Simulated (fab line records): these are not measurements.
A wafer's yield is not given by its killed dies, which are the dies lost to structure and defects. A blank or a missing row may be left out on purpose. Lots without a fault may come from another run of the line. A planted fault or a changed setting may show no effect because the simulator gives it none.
Which tool did it? :: flow gf180mcu :: Sampling: 13 lots, 39 wafers, 2 of 602 route steps

## WHAT EACH GAUGE READ, for each wafer
GF_V3_RS_MEAS_24: the measuring method here is four-point-probe.
lot: L461
measured: day 23 03:16
on: film metro-01
V3_W_RS (ohm/sq): 0.325 0.325 0.327

lot: L462
measured: day 23 15:13
on: film metro-01
V3_W_RS (ohm/sq): 0.329 0.329 0.328

lot: L463
measured: day 23 22:01
on: film metro-04
V3_W_RS (ohm/sq): 0.319 0.320 0.322

lot: L464
measured: day 24 07:25
on: film metro-01
V3_W_RS (ohm/sq): 0.328 0.326 0.331

lot: L468
measured: day 25 19:43
on: film metro-01
V3_W_RS (ohm/sq): 0.323 0.323 0.324

lot: L470
measured: day 26 11:10
on: film metro-02
V3_W_RS (ohm/sq): 0.327 0.327 0.326

lot: L473
measured: day 27 03:05
on: film metro-01
V3_W_RS (ohm/sq): 0.326 0.326 0.326

lot: L475
measured: day 27 16:52
on: film metro-01
V3_W_RS (ohm/sq): 0.325 0.322 0.329

lot: L476
measured: day 28 05:59
on: film metro-04
V3_W_RS (ohm/sq): 0.327 0.326 0.328

lot: L478
measured: day 28 18:50
on: film metro-04
V3_W_RS (ohm/sq): 0.331 0.326 0.325

lot: L479
measured: day 29 00:07
on: film metro-02
V3_W_RS (ohm/sq): 0.325 0.328 0.328

lot: L480
measured: day 29 05:05
on: film metro-02
V3_W_RS (ohm/sq): 0.327 0.334 0.327

lot: L482
measured: day 29 23:10
on: film metro-02
V3_W_RS (ohm/sq): 0.324 0.323 0.324

## WHAT TOOL EACH LOT RAN ON (gives the tool, then ch and the chambers of the sampled wafers, and finally the start)
lot: L461
GF_V3_ETCH_17: rie diel-03 ch 0,2,3, day 23 03:16 or earlier

lot: L462
GF_V3_ETCH_17: rie diel-02 ch 0,1,3, day 23 15:13 or earlier

lot: L463
GF_V3_ETCH_17: rie diel-02 ch 1,2,3, day 23 22:01 or earlier

lot: L464
GF_V3_ETCH_17: rie diel-01 ch 2,3, day 24 07:25 or earlier

lot: L468
GF_V3_ETCH_17: rie diel-02 ch 1,2,3, day 25 19:43 or earlier

lot: L470
GF_V3_ETCH_17: rie diel-03 ch 1,3, day 26 11:10 or earlier

lot: L473
GF_V3_ETCH_17: rie diel-01 ch 1,2,3, day 27 03:05 or earlier

lot: L475
GF_V3_ETCH_17: rie diel-02 ch 0,1, day 27 16:52 or earlier

lot: L476
GF_V3_ETCH_17: rie diel-01 ch 0,1, day 28 05:59 or earlier

lot: L478
GF_V3_ETCH_17: rie diel-01 ch 0,1, day 28 18:50 or earlier

lot: L479
GF_V3_ETCH_17: rie diel-01 ch 1,2,3, day 29 00:07 or earlier

lot: L480
GF_V3_ETCH_17: rie diel-01 ch 0,1,2, day 29 05:05 or earlier

lot: L482
GF_V3_ETCH_17: rie diel-01 ch 1,2,3, day 29 23:10 or earlier
- GF_V3_ETCH_17: etches SiO2 in C4F8/O2/Ar, stops on TiN, target depth 635 nm.

## AS READ BY THE TOOLS THEMSELVES (means over the sampled wafers that have a number; for cases with no such wafer, the mark the record gives instead)
GF_V3_ETCH_17.
lot: L461
tool: rie diel-03
bias w (W): 1157
oes product au (a.u.): 0.860

lot: L462
tool: rie diel-02
bias w (W): 1162
oes product au (a.u.): 0.856

lot: L463
tool: rie diel-02
bias w (W): 1160
oes product au (a.u.): 0.862

lot: L464
tool: rie diel-01
bias w (W): 1162
oes product au (a.u.): 0.858

lot: L468
tool: rie diel-02
bias w (W): 1161
oes product au (a.u.): 0.857

lot: L470
tool: rie diel-03
bias w (W): 1158
oes product au (a.u.): 0.858

lot: L473
tool: rie diel-01
bias w (W): 1162
oes product au (a.u.): 0.854

lot: L475
tool: rie diel-02
bias w (W): 1159
oes product au (a.u.): 0.854

lot: L476
tool: rie diel-01
bias w (W): 1162
oes product au (a.u.): 0.854

lot: L478
tool: rie diel-01
bias w (W): 1162
oes product au (a.u.): 0.857

lot: L479
tool: rie diel-01
bias w (W): 1160
oes product au (a.u.): 0.857

lot: L480
tool: rie diel-01
bias w (W): 1161
oes product au (a.u.): 0.858

lot: L482
tool: rie diel-01
bias w (W): 1161
oes product au (a.u.): 0.854

## THE ANSWER, worked out from the rows above alone
Rule: usual is defined by the lots themselves. The widest of any qualifying gaps counts: lots, ordered by their means at a reading, are off when they make up no more than a third of the lots, leave a main group of 4 or more, and stand apart from it by 3 or more times the standard deviation of that group's means. A main group whose means are all the same, to the digits that the tables above print for the reading, isn't used. Also off: a lot with no number at a reading for which 4 or more lots have one. Where the step has rows for the other lots, those lots are counted as sound. After the gauges, taken in route order, come the tools' own readings; for these a lot's mean is taken, as printed above. At the first step where some lot is off, the reading lying furthest off is the one used; lots without a number count as furthest.
No lot is off on any of the readings shown, so nothing can be concluded from this.

## WHAT THE SIMULATOR PUT IN
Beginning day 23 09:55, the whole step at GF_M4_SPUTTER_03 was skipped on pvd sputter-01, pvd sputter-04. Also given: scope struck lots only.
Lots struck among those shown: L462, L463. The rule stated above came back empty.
